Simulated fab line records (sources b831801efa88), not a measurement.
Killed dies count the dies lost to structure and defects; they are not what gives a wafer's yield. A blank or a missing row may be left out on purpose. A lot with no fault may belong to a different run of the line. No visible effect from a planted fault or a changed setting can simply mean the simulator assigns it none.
One fault through the eyes of 2 desks    flow sky130    only its own numbers are on each desk; what lay behind them is given at the end

== DESK OF THE TOOL OWNER: pecvd-03 ==
The tool's own readings at SKY_CONTACT_CVD_00 (deposits Si3N4, target thk 75 nm): means of the sampled wafers that have a number, for each lot that ran on this tool. A lot is out of limits, marked OUT, if its mean lies more than 4 standard deviations from the usual mean; the brackets give that distance.
Columns: A = heater_power_w at SKY_CONTACT_CVD_00, usual 691 W; B = susceptor_temp_C at SKY_CONTACT_CVD_00, usual 399.99 C
lot   first seen here  A    B
L753  day 30 05:39     636  399.93
L756  day 31 17:37     692  400.07
L760  day 33 03:36     654  400.03
L774  day 37 07:42     698  400.05
Result from this desk: across the 4 lots, nothing is out of limits.

== AT THE METROLOGY DESK ==
Lot by lot, what the gauges showed, no matter which tool ran the lot: averages of those sampled wafers that carry a number. A lot is out of limits, marked OUT, if its mean lies more than 4 standard deviations from the usual mean; the brackets give that distance.
Columns: A = CONTACT_CVD_00_THK at SKY_CONTACT_THK_MEAS_01, usual 74.9 nm; B = CONTACT_BOW at SKY_CONTACT_BOW_MEAS_05, usual 81 um
lot   first seen here  A     B
L753  day 30 05:41     73.6  78
L754  day 30 08:32     75.4  73
L756  day 31 17:38     75.9  81
L758  day 32 09:56     75.5  79
L759  day 32 20:05     74.9  81
L760  day 33 03:39     73.3  85
L767  day 35 03:34     74.4  80
L771  day 36 14:35     75.7  79
L772  day 36 20:23     74.9  82
L774  day 37 07:44     71.9  78
L775  day 37 12:11     74.6  72
Result from this desk: across the 11 lots, nothing is out of limits.

== PUT TOGETHER ==
The desk of the tool owner found nothing out of limits.
The metrology desk saw nothing out of limits.

== WHAT WAS PUT IN BY THE SIMULATOR ==
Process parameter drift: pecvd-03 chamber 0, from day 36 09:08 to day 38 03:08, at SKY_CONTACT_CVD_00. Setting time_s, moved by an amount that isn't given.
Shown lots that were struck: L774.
